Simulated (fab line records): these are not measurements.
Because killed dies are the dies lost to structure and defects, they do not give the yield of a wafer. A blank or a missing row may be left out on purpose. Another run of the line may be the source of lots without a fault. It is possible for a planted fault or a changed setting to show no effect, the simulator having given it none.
Comparing a struck lot with a sound one    flow sky130    27 steps out of a route of 708
Sound: the wafers L114.3, L114.4, L114.5. Struck: wafer L123.6 (L123.2, L123.4, from the same lot, were not struck and are left out); the cause is given at the end.
Order at every step that has rows: each side's tool, ch and its chambers, its first start. Under that, the readings that differ: sound wafers    struck wafers    difference of the means    sigmas: that difference in standard deviations of wafers without a fault.
alike: readings whose means differ by less than 2 such deviations, and words and numbers that are the same on both sides. not compared: withheld readings, readings that some wafer has no value for, bounds like >300 that may hide the same value, and numbers for which the record gives no deviation and whose values overlap.
Wherever a step has rows on one side only, a row that says differs or no value, or a row with sigmas, the two part there. When numbers do not overlap yet have no deviation, they are printed without sigmas and do not part them. A reading that every wafer of one side lacks parts them only if that side has two wafers or more.

first, 2 steps without rows for these wafers: SKY_LDD_LDN_PEB_05; SKY_LDD_LDN_DEVELOP_06 (develop time 60 s).
SKY_LDD_LDN_OVL_MEAS_07:
  sound on overlay-01, day 23 17:07; struck on overlay-02, day 26 21:47
  alike: LDD_LDN_OVL
then, 4 steps without rows for these wafers: SKY_LDD_LDN_IMPLANT_08; SKY_LDD_LDN_IMPLANT_09; SKY_LDD_LDN_IMPLANT_10; SKY_LDD_LDN_IMPLANT_11.
SKY_LDD_LDN_STRIP_12: strips in O2/N2.
  sound on plasmaAsher-01 ch 0,1, day 23 17:46; struck on plasmaAsher-03 ch 0, day 26 22:25
  alike: drypumpMotorCurrentA, oesProductAu, stripTimeToEndpointS
  not compared: rfHoursCounterH
SKY_LDD_LDN_TW_MEAS_13:
  sound on filmMetro-03, day 23 17:52; struck on filmMetro-03, day 26 22:32
  alike: LDD_LDN_TW
then, 2 steps without rows for these wafers: SKY_LDD_LDN_CLEAN_14 (cleans in SC1/SC2, time 150 s); SKY_SPACER_CVD_00 (deposits Si3N4 from DCS/NH3, target thk 43.1 nm, time 740 s).
SKY_SPACER_THK_MEAS_01:
  sound on filmMetro-03, day 23 19:47; struck on filmMetro-01, day 26 23:52
  alike: SPACER_CVD_00_THK
SKY_SPACER_ETCHBACK_02: etches Si3N4 in CH3F/O2, stops on SiO2, time 46.7 s, target depth 45 nm.
  sound on rieDiel-03 ch 1,3, day 23 19:49; struck on rieDiel-03 ch 0, day 26 23:55
reading                                    sound              struck  difference  sigmas
model.SiO2_of_SONOS_ONO_CVD_04.thkNm (nm)  4.065 4.105 4.169  2.627   -1.486      
  alike: drypumpMotorCurrentA, oesProductAu, rfFwdPowerW, throttleValvePct
  not compared: rfHoursCounterH
then, 8 steps without rows for these wafers: SKY_POLY_CUT_DEHYDRATE_00 (time 60 s); SKY_POLY_CUT_HMDS_01 (prime time 60 s); SKY_POLY_CUT_COAT_02 (resist thk 60 nm); SKY_POLY_CUT_COAT_03 (resist thk 450 nm); SKY_POLY_CUT_SOFTBAKE_04 (time 90 s); SKY_POLY_CUT_EXPOSE_05 (exposes mask NPCM, target cd 270 nm); SKY_POLY_CUT_PEB_06; SKY_POLY_CUT_DEVELOP_07 (develop time 60 s).
SKY_POLY_CUT_CD_MEAS_08 targets a cd of 270 nm.
  sound on cdSem-01, day 25 01:08; struck on cdSem-02, day 28 07:05
  alike: cdNm
SKY_POLY_CUT_OVL_MEAS_09:
  sound on overlay-02, day 25 01:13; struck on overlay-01, day 28 07:11
  alike: POLY_CUT_OVL
SKY_POLY_CUT_ETCH_10: etches BARC in N2/H2, stops on SiO2, time 45.9 s, target depth 60 nm.
  sound on rieDiel-03 ch 1,2, day 25 01:15; struck on rieDiel-03 ch 1, day 28 07:13
reading            sound              struck  difference  sigmas
h2FlowSccm (sccm)  199.4 200.3 200.3  198.9   -1.1        -2
  alike: drypumpMotorCurrentA, oesProductAu, rfFwdPowerW, throttleValvePct
  not compared: rfHoursCounterH
SKY_POLY_CUT_ETCH_11: etches Si3N4 in CF4/CH2F2/Ar, stops on poly-Si, time 42.5 s, target depth 60 nm.
  sound on rieDiel-03 ch 1,2, day 25 01:17; struck on rieDiel-03 ch 1, day 28 07:16
reading                             sound              struck  difference  sigmas
oesProductAu (a.u.)                 0.842 0.840 0.827  0.796   -0.040      -6
model.etch.depthNm (nm)             63.41 63.18 62.7   58.01   -5.09       
model.POLY_CUT.featureDepthNm (nm)  63.41 63.18 62.7   58.01   -5.09       
  alike: drypumpMotorCurrentA, rfFwdPowerW, throttleValvePct
  not compared: rfHoursCounterH
SKY_POLY_CUT_STRIP_12: strips in O2/N2.
  sound on plasmaAsher-02 ch 0,1, day 25 01:22; struck on plasmaAsher-02 ch 0, day 28 07:18
  alike: drypumpMotorCurrentA, oesProductAu, stripTimeToEndpointS
  not compared: rfHoursCounterH
-- a jump in the record: the struck wafers' starts before and after are 21 days apart (it breaks off in module POLY_CUT and resumes in module PAD_OPEN, where the first step shown is number 708 of the route) --
SKY_PAD_OPEN_PROBE_99:
  sound on prober-02, day 46 18:09; struck on prober-01, day 49 04:21
reading                              sound              struck  difference  sigmas
killed_at_M0_to_M3                   51 46 51           30      -19         -3
killedAtOther                        3 0 3              0       -2          -3
killedDies                           105 96 88          77      -19         -2
model.etest.pfet_01v8.rOnOhmUm       2937 2955 2985     2721    -238        
model.etest.resPdiff.lineOhmUm       1331 1328 1348     1298    -38         
model.etest.resNdiff.lineOhmUm       736.2 736.9 762.6  735.4   -9.8        
model.etest.sonosUncharged.rOnOhmUm  799.2 816.8 820    780.6   -31.4       
model.etest.pfet_01v8.driveUaUm      185.6 186.3 182.4  207.3   +22.5       
model.etest.sramPfetLatch.driveUaUm  140.5 139 133.9    153.7   +15.9       
model.etest.resPdiff.rsOhmSq         195.9 194.5 196.5  188.7   -6.9        
model.etest.pfet_01v8_hvt.driveUaUm  139.4 139.6 137.5  153.8   +15.0       
  alike: killed_at_M4_up, killedAtContacts, killedAtFrontEnd, killedOpen, killedShort

WHERE THEY PART
At SKY_POLY_CUT_ETCH_10 first; at SKY_PAD_OPEN_PROBE_99 last (within this record only).

WHY: what the simulator had put in
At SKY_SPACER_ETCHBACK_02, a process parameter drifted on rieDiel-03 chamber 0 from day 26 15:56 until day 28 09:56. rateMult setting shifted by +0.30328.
